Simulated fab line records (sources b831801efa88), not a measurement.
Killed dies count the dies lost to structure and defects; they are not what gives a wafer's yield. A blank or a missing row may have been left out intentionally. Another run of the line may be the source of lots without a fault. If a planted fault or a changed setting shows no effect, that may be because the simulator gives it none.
Which of the tools did it? ; flow sky130 ; 39 wafers from 13 lots sampled at 5 of the route's 708 steps

WHAT EACH GAUGE READ, for each wafer
SKY_VT_ADJUST_NCORE_TW_MEAS_11.
lot;measured;on;VT_ADJUST_NCORE_TW
L574;day 8 19:28;film metro-03;218.8 220.1 218.8
L575;day 9 02:11;film metro-01;216.5 216.8 217.0
L576;day 9 11:19;film metro-04;219.2 217.9 218.0
L578;day 9 23:24;film metro-03;219.5 218.7 218.7
L579;day 10 02:05;film metro-04;220.2 219.3 218.8
L580;day 10 12:06;film metro-04;218.9 219.7 220.0
L581;day 10 20:54;film metro-01;216.6 215.6 215.0
L583;day 11 11:47;film metro-03;220.3 220.1 220.9
L584;day 11 17:44;film metro-03;220.0 219.6 220.5
L585;day 12 04:29;film metro-03;220.7 219.6 219.6
L586;day 12 14:57;film metro-04;218.7 219.3 220.2
L589;day 13 10:32;film metro-01;217.7 217.6 217.7
L591;day 14 07:49;film metro-03;219.7 219.4 218.4

SKY_VT_ADJUST_PCH_TW_MEAS_10.
lot;measured;on;VT_ADJUST_PCH_TW
L574;day 10 15:59;film metro-02;141.8 141.3 141.8
L575;day 10 23:04;film metro-04;143.1 143.0 142.7
L576;day 11 07:26;film metro-04;142.8 142.0 141.7
L578;day 11 22:29;film metro-04;142.7 142.3 142.5
L579;day 12 00:22;film metro-04;142.1 143.4 142.3
L580;day 12 11:41;film metro-03;142.9 142.2 142.7
L581;day 12 22:14;film metro-03;143.0 143.1 144.2
L583;day 13 13:28;film metro-04;143.3 142.9 142.6
L584;day 13 20:23;film metro-03;142.4 143.1 142.9
L585;day 14 07:05;film metro-03;142.1 143.4 142.9
L586;day 14 19:06;film metro-02;143.4 143.3 142.6
L589;day 15 17:16;film metro-04;144.7 146.0 145.1
L591;day 16 14:53;film metro-03;146.8 147.3 146.4

SKY_SONOS_ONO_THK_MEAS_03.
lot;measured;on;SONOS_ONO_CVD_02_THK (nm)
L574;day 11 17:37;film metro-03;10.68 10.64 10.60
L575;day 12 02:01;film metro-01;10.80 10.84 10.73
L576;day 12 11:19;film metro-03;10.52 10.50 10.49
L578;day 13 05:46;film metro-03;10.73 10.60 10.64
L579;day 13 05:46;film metro-04;10.48 10.51 10.36
L580;day 13 20:56;film metro-04;10.62 10.53 10.66
L581;day 14 04:07;film metro-04;10.46 10.45 10.52
L583;day 14 20:02;film metro-03;10.37 10.30 10.37
L584;day 15 06:59;film metro-01;10.42 10.46 10.38
L585;day 15 17:16;film metro-03;10.32 10.41 10.26
L586;day 16 01:13;film metro-01;10.50 10.40 10.43
L589;day 17 02:14;film metro-01;10.46 10.61 10.61
L591;day 17 23:10;film metro-03;10.38 10.33 10.28

SKY_SONOS_ONO_THK_MEAS_05.
lot;measured;on;SONOS_ONO_CVD_04_THK (nm)
L574;day 11 18:56;film metro-01;5.64 5.61 5.65
L575;day 12 03:56;film metro-04;5.72 5.81 5.74
L576;day 12 12:37;film metro-04;5.72 5.74 5.73
L578;day 13 07:05;film metro-01;5.75 5.63 5.77
L579;day 13 07:04;film metro-04;5.77 5.75 5.74
L580;day 13 22:14;film metro-04;5.70 5.70 5.80
L581;day 14 06:03;film metro-01;5.74 5.69 5.64
L583;day 14 21:21;film metro-03;5.89 5.93 5.86
L584;day 15 08:17;film metro-01;5.80 5.77 5.86
L585;day 15 18:34;film metro-01;5.70 5.71 5.65
L586;day 16 02:32;film metro-01;5.87 5.82 5.89
L589;day 17 03:33;film metro-03;5.71 5.70 5.68
L591;day 18 00:28;film metro-01;5.73 5.68 5.76

WHICH TOOL RAN EACH LOT (tool, then ch and the chambers of the sampled wafers, then the start)
lot;SKY_VT_ADJUST_PCH_IMPLANT_08
L574;implanter-03 ch 0, day 10 15:44
L575;implanter-01 ch 0, day 10 22:49
L576;implanter-03 ch 0, day 11 07:12
L578;implanter-03 ch 0, day 11 22:15
L579;implanter-01 ch 0, day 12 00:07
L580;implanter-03 ch 0, day 12 11:26
L581;implanter-01 ch 0, day 12 21:59
L583;implanter-01 ch 0, day 13 13:13
L584;implanter-03 ch 0, day 13 20:08
L585;implanter-03 ch 0, day 14 06:52
L586;implanter-03 ch 0, day 14 18:52
L589;implanter-03 ch 0, day 15 17:01
L591;implanter-03 ch 0, day 16 14:38
- SKY_VT_ADJUST_PCH_IMPLANT_08

WHAT THE TOOLS THEMSELVES READ (means of the sampled wafers that have a number; where no wafer has one, the mark that the record gives instead)
SKY_VT_ADJUST_PCH_IMPLANT_08.
lot;tool;dose ions cm2;faraday current uA
L574;implanter-03;5e+11;2.76
L575;implanter-01;5e+11;2.79
L576;implanter-03;5e+11;2.80
L578;implanter-03;5e+11;2.81
L579;implanter-01;5e+11;2.79
L580;implanter-03;5e+11;2.76
L581;implanter-01;5e+11;2.82
L583;implanter-01;5e+11;2.84
L584;implanter-03;5e+11;2.82
L585;implanter-03;5e+11;2.80
L586;implanter-03;5e+11;2.85
L589;implanter-03;5e+11;2.96
L591;implanter-03;5e+11;3.03

THE ANSWER, worked out from the rows above alone
Rule: the usual values come from the lots themselves. Put in order of their means at a reading, lots are off if they are a third of the lots or fewer, leave a main group of 4 or more, and stand apart from it by a gap of 3 or more times the standard deviation of the main group's means; of several such gaps the widest counts. A main group is skipped when, at the precision printed for the reading in the tables above, its means are all equal. A lot without any number at a reading at which 4 lots or more have one is off too. Where the step has rows for the other lots, those lots are counted as sound. After the gauges, taken in route order, come the tools' own readings; for these a lot's mean is taken, as printed above. At the first step where some lot is off, the reading lying furthest off is the one used; lots without a number count as furthest.
Off: L589, L591, at SKY_VT_ADJUST_PCH_TW_MEAS_10 (VT_ADJUST_PCH_TW). The main group has a mean of 142.7 with a standard deviation of 0.46.
If a tool, at a process step before that reading, ran all the lots that are off and no sound lot after the first of them, it fits. Not tried: the gauges at SKY_VT_ADJUST_PCH_TW_MEAS_10; whatever is off there is also off at SKY_VT_ADJUST_PCH_IMPLANT_08, on other tools, and gauge error can't account for it. One candidate fits, namely implanter-03 at SKY_VT_ADJUST_PCH_IMPLANT_08. Its last sound lot is L586 (day 14 18:52), its first lot that is off L589 (day 15 17:01): a fault that began between those two fits.
On the lots that are off, the tool's own readings at SKY_VT_ADJUST_PCH_IMPLANT_08 differ by more than 5 times the standard deviation of the sound lots' means, which bears it out; faraday current uA reads 3.00 there versus 2.80 on the sound lots.

WHAT THE SIMULATOR HAD PUT IN
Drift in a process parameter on implanter-03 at SKY_VT_ADJUST_PCH_IMPLANT_08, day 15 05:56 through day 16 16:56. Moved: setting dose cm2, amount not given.
Lots struck among those shown: L589, L591. The rule given above showed the same thing.
